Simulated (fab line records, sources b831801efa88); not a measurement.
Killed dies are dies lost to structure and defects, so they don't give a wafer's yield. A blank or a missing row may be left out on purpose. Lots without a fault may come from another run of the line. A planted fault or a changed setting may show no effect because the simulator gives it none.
Which tool did it? | flow sky130 | 12 lots, 36 wafers sampled, at 2 steps of a route of 708

WHAT THE GAUGES READ, wafer by wafer
SKY_VIA3_THK_MEAS_23: measures by xrf.
lot  | measured     | on            | VIA3_W_THK (nm)
L075 | day 40 05:38 | film_metro-02 | 396 396 400
L078 | day 40 21:19 | film_metro-02 | 402 400 406
L079 | day 41 15:34 | film_metro-02 | 402 406 404
L081 | day 42 03:10 | film_metro-04 | 411 405 412
L083 | day 42 10:13 | film_metro-04 | 407 407 402
L085 | day 43 03:37 | film_metro-03 | 398 403 386
L087 | day 43 14:44 | film_metro-02 | 405 406 403
L089 | day 44 11:54 | film_metro-03 | 405 392 394
L090 | day 44 19:23 | film_metro-04 | 389 389 391
L093 | day 45 13:27 | film_metro-04 | 407 393 414
L097 | day 46 07:02 | film_metro-04 | 396 405 409
L096 | day 46 11:28 | film_metro-02 | 405 404 408

WHICH TOOL RAN EACH LOT (tool, then ch and the chambers of the sampled wafers, then the start)
lot  | SKY_METAL3_SPUTTER_04
L075 | pvd_sputter-02, day 36 20:11
L078 | pvd_sputter-03, day 37 13:27
L079 | pvd_sputter-01, day 38 10:03
L081 | pvd_sputter-03, day 38 22:28
L083 | pvd_sputter-01, day 39 05:20
L085 | pvd_sputter-01, day 40 00:22
L087 | pvd_sputter-01, day 40 12:49
L089 | pvd_sputter-02, day 41 08:26
L090 | pvd_sputter-01, day 41 18:03
L093 | pvd_sputter-03, day 42 14:10
L097 | pvd_sputter-03, day 43 11:04
L096 | pvd_sputter-03, day 43 14:01
- SKY_METAL3_SPUTTER_04: material TiN, target thk 70 nm, time 58.3 s.

THE ANSWER, worked out from the rows above alone
Rule: what is usual is taken from the lots themselves. Put in order of their means at a reading, lots are off if they are a third of the lots or fewer, leave a main group of 4 or more, and stand apart from it by a gap of 3 or more times the standard deviation of the main group's means; of several such gaps the widest counts. A main group whose means are all the same, to the digits that the tables above print for the reading, isn't used. A lot without any number at a reading at which 4 lots or more have one is off too. The other lots that the step has rows for count as sound.
No lot is off at any reading shown: from this, nothing can be told.

WHAT THE SIMULATOR HAD PUT IN
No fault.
